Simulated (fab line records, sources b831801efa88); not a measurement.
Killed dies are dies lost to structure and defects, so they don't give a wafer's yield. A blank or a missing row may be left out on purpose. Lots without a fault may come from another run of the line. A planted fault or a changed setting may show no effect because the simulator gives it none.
Problem report in the 8D (eight disciplines) form, filled by code | flow sky130 | the parts of the form that need people (team, actions taken, sign-off) are left out

1. THE PROBLEM
beam_on_s at SKY_NWELL_IMPLANT_13 reads a mean of 11.24 s on 6 wafers of 2 lots; wafers without a fault read 9.95 s with a standard deviation of 0.22. That is +5.9 standard deviations from the usual mean.
First seen on wafer L306.1, day 8 04:04, on implanter-03. The record holds 18 wafers of 6 lots with a number at this step. Rule for "out", or "out of limits": more than 4 standard deviations from the usual mean. The other wafers with a number count as sound.

2. WHAT IT IS AND WHAT IT IS NOT
question                    | is                            | is not
which readings at this step | beam_on_s, faraday_current_uA | dose_ions_cm2
which lots                  | L306, L309                    | L292, L297, L311, L312
which wafers of those lots  | all that have a number        | -
read on which tools         | implanter-03                  | implanter-01
when                        | from day 8 04:04              | up to then (6 sound wafers); but 6 sound wafers of L311, L312 came after

3. SUSPECTS, AND WHAT RULES EACH OUT
Counting: a tool at a process step up to the reading stays a suspect if it ran every lot that is out and no sound lot after the first of them.
- implanter-03 at SKY_NWELL_IMPLANT_13: kept. It ran every lot that is out, first L306 (day 8 04:04), and no sound lot after that; its last sound lot up to then is L292 (day 4 16:30). Its own readings are out on those wafers: beam_on_s, faraday_current_uA.
Left after counting: implanter-03 at SKY_NWELL_IMPLANT_13.

4. THE CAUSE (what the simulator had put in)
Process parameter drift: implanter-03, from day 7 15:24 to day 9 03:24, at SKY_NWELL_IMPLANT_13. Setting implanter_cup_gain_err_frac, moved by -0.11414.
Counting left only this tool.

5. THE CHAIN OF EFFECTS, in route order
Each row: a reading whose mean over the struck wafers that have a number lies more than 3 standard deviations from the usual. Only readings for which the record gives a usual standard deviation are gone through. hours: the time from each lot's start at the first step in this table that gives one to its start at this step, as a median over the lots. sigmas: the change in usual standard deviations.
hours | step                 | reading            | usual  | on struck wafers | change | sigmas
0     | SKY_NWELL_IMPLANT_13 | beam_on_s          | 9.95 s | 11.24            | +1.29  | +5.9
0     | SKY_NWELL_IMPLANT_13 | faraday_current_uA | 3.97   | 3.51             | -0.46  | -5.4
The process steps in it:
- SKY_NWELL_IMPLANT_13

6. WHAT WOULD HAVE CAUGHT IT SOONER
In this record the first reading out of limits was taken at day 8 04:04, 13 hours after the fault began at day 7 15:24.
